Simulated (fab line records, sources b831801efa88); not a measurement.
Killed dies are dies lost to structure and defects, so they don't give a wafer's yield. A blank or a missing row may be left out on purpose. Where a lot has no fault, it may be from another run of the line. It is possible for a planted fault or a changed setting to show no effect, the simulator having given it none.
Which of the tools did it?	flow gf180mcu	Sampling: 11 lots, 33 wafers, 5 of 602 route steps

== WHAT THE GAUGES SHOWED, per wafer ==
GF_M4_RS_MEAS_05: the measuring method here is four-point-probe. Usual: M4_ALCU_RS gives 0.0695 ohm/sq (standard deviation 0.00084).
lot	measured	on	M4_ALCU_RS (ohm/sq)	flag
L156	day 23 20:58	film-metro-02	0.0684 0.0704 0.0693	
L158	day 24 18:16	film-metro-02	0.0677 0.0695 0.0686	
L159	day 25 03:29	film-metro-04	0.0700 0.0702 0.0704	
L160	day 25 07:27	film-metro-02	0.0698 0.0689 0.0695	
L161	day 25 23:51	film-metro-03	0.0684 0.0691 0.0693	
L162	day 26 07:33	film-metro-03	0.0694 0.0695 0.0692	
L163	day 26 14:32	film-metro-02	0.0693 0.0690 0.0685	
L172	day 28 23:17	film-metro-02	0.0696 0.0691 0.0694	
L171	day 29 04:24	film-metro-03	0.0694 0.0697 0.0686	
L173	day 29 09:59	film-metro-02	0.0698 0.0694 0.0685	
L174	day 29 18:11	film-metro-04	0.0688 0.0690 0.0692	

GF_V4_CD_MEAS_14: the cd target is 260 nm. Usual: cd-nm reads 259.9 nm (standard deviation 1.3).
lot	measured	on	cd-nm (nm)	flag
L156	day 25 18:18	cd-sem-01	258.3 258.5 259.1	
L158	day 26 14:16	cd-sem-01	258.9 258.3 257.7	
L159	day 26 22:56	cd-sem-02	259.3 258.9 259.9	
L160	day 27 03:06	cd-sem-02	261.6 261.9 262.6	
L161	day 27 18:14	cd-sem-02	259.4 259.2 259.0	
L162	day 28 00:58	cd-sem-01	258.9 259.3 259.3	
L163	day 28 08:02	cd-sem-01	260.6 260.6 260.3	
L172	day 30 13:58	cd-sem-02	260.6 261.3 262.0	
L171	day 30 19:11	cd-sem-02	260.1 259.1 260.1	
L173	day 31 00:08	cd-sem-01	258.9 258.6 258.1	
L174	day 31 08:28	cd-sem-01	258.4 258.8 258.2	

== TOOL THAT RAN EACH LOT (tool first, then ch and the chambers of the sampled wafers, then the start) ==
lot	GF_M4_SPUTTER_04	GF_M4_METAL_ETCH_16	GF_M4_STRIP_17
L156	pvd-sputter-04, day 23 20:54	rie-metal-03 ch 0,1, day 24 19:04	plasma-asher-04 ch 0,1, day 24 19:12
L158	pvd-sputter-04, day 24 18:11	rie-metal-02 ch 0,1, day 25 15:58	plasma-asher-04 ch 0,1, day 25 16:05
L159	pvd-sputter-04, day 25 03:24	rie-metal-04 ch 0,1, day 26 01:08	plasma-asher-01 ch 0,1, day 26 01:16
L160	pvd-sputter-01, day 25 07:23	rie-metal-03 ch 1, day 26 04:52	plasma-asher-02 ch 0,1, day 26 05:00
L161	pvd-sputter-04, day 25 23:47	rie-metal-03 ch 0, day 26 20:50	plasma-asher-02 ch 0,1, day 26 21:02
L162	pvd-sputter-01, day 26 07:28	rie-metal-04 ch 0,1, day 27 03:58	plasma-asher-04 ch 0,1, day 27 04:05
L163	pvd-sputter-01, day 26 14:29	rie-metal-03 ch 0, day 27 10:44	plasma-asher-02 ch 0,1, day 27 10:59
L172	pvd-sputter-01, day 28 23:14	rie-metal-02 ch 0,1, day 29 18:13	plasma-asher-02 ch 0,1, day 29 18:20
L171	pvd-sputter-04, day 29 04:22	rie-metal-03 ch 1, day 29 23:10	plasma-asher-02 ch 0,1, day 29 23:17
L173	pvd-sputter-04, day 29 09:55	rie-metal-03 ch 0,1, day 30 04:40	plasma-asher-02 ch 0,1, day 30 04:47
L174	pvd-sputter-01, day 29 18:08	rie-metal-04 ch 0, day 30 12:41	plasma-asher-02 ch 0,1, day 30 12:52
- GF_M4_SPUTTER_04: material TiN, target thk 50 nm, time 41.7 s.
- GF_M4_METAL_ETCH_16: etches the open film in Cl2/BCl3, stops on SiO2, target depth 750.8 nm, time 125.1 s.
- GF_M4_STRIP_17: strips in O2/N2.

== WHAT THE TOOLS THEMSELVES READ (means of the sampled wafers that have a number; where no wafer has one, the mark that the record gives instead) ==
GF_M4_SPUTTER_04. Usual: throttle-valve-pct reads 30.8 % (standard deviation 0.84).
lot	tool	throttle-valve-pct (%)	flag
L156	pvd-sputter-04	30.8	
L158	pvd-sputter-04	30.7	
L159	pvd-sputter-04	31.0	
L160	pvd-sputter-01	31.9	
L161	pvd-sputter-04	30.8	
L162	pvd-sputter-01	30.7	
L163	pvd-sputter-01	31.4	
L172	pvd-sputter-01	31.3	
L171	pvd-sputter-04	30.8	
L173	pvd-sputter-04	30.9	
L174	pvd-sputter-01	32.0	

GF_M4_METAL_ETCH_16. Usual: bias-w 140.0 W, standard deviation 0.39; drypump-motor-current-A 5.9 A, standard deviation 0.45; oes-product-au 0.990 a.u., standard deviation 0.0054; throttle-valve-pct 28.230 %, standard deviation 0.0094.
lot	tool	bias-w (W)	drypump-motor-current-A (A)	oes-product-au (a.u.)	throttle-valve-pct (%)	flag
L156	rie-metal-03	139.6	6.2	0.993	28.234	
L158	rie-metal-02	140.6	5.6	0.993	28.236	
L159	rie-metal-04	140.0	5.4	0.995	28.221	
L160	rie-metal-03	139.6	6.1	0.996	28.220	
L161	rie-metal-03	213.6	6.3	1.000	28.221	OFF
L162	rie-metal-04	139.8	5.6	0.990	28.231	
L163	rie-metal-03	213.3	6.3	0.996	28.217	OFF
L172	rie-metal-02	139.9	5.6	0.992	28.228	
L171	rie-metal-03	140.2	6.1	0.989	28.240	
L173	rie-metal-03	140.5	6.1	0.986	28.235	
L174	rie-metal-04	139.9	5.1	0.986	28.228	

GF_M4_STRIP_17. Usual: drypump-motor-current-A 5.6 A, standard deviation 0.53; heater-power-w 378 W, standard deviation 31; oes-product-au 0.536 a.u., standard deviation 0.0049; strip-time-to-endpoint-s 7.37 s, standard deviation 0.045.
lot	tool	drypump-motor-current-A (A)	heater-power-w (W)	oes-product-au (a.u.)	strip-time-to-endpoint-s (s)	flag
L156	plasma-asher-04	5.3	394	0.537	7.35	
L158	plasma-asher-04	5.3	394	0.535	7.33	
L159	plasma-asher-01	5.8	346	0.534	7.34	
L160	plasma-asher-02	5.4	357	0.533	7.41	
L161	plasma-asher-02	5.8	376	0.516	6.87	OFF
L162	plasma-asher-04	5.3	395	0.538	7.41	
L163	plasma-asher-02	5.8	373	0.515	6.93	OFF
L172	plasma-asher-02	5.5	352	0.536	7.35	
L171	plasma-asher-02	5.8	374	0.537	7.38	
L173	plasma-asher-02	5.5	359	0.539	7.42	
L174	plasma-asher-02	5.4	358	0.536	7.37	

== THE ANSWER, worked out from the rows above alone ==
Rule: lot off if the mean of its wafers having a number is beyond 3 standard deviations from the usual mean. Also off: a lot with no number at a reading for which 4 or more lots have one. Any other lot the step has rows for is counted as sound. The gauges are gone through in route order, then the tools' own readings, and for those a lot's mean is taken as printed above. At the first step where some lot is off, the reading lying furthest off is the one used; lots without a number count as furthest.
Off: L161, L163 (GF_M4_METAL_ETCH_16, bias-w).
A tool fits if, at that step or a process step before it, it ran every lot that is off, and no sound lot after the first of them. Of those tried, none fits.

== WHAT THE SIMULATOR PUT IN ==
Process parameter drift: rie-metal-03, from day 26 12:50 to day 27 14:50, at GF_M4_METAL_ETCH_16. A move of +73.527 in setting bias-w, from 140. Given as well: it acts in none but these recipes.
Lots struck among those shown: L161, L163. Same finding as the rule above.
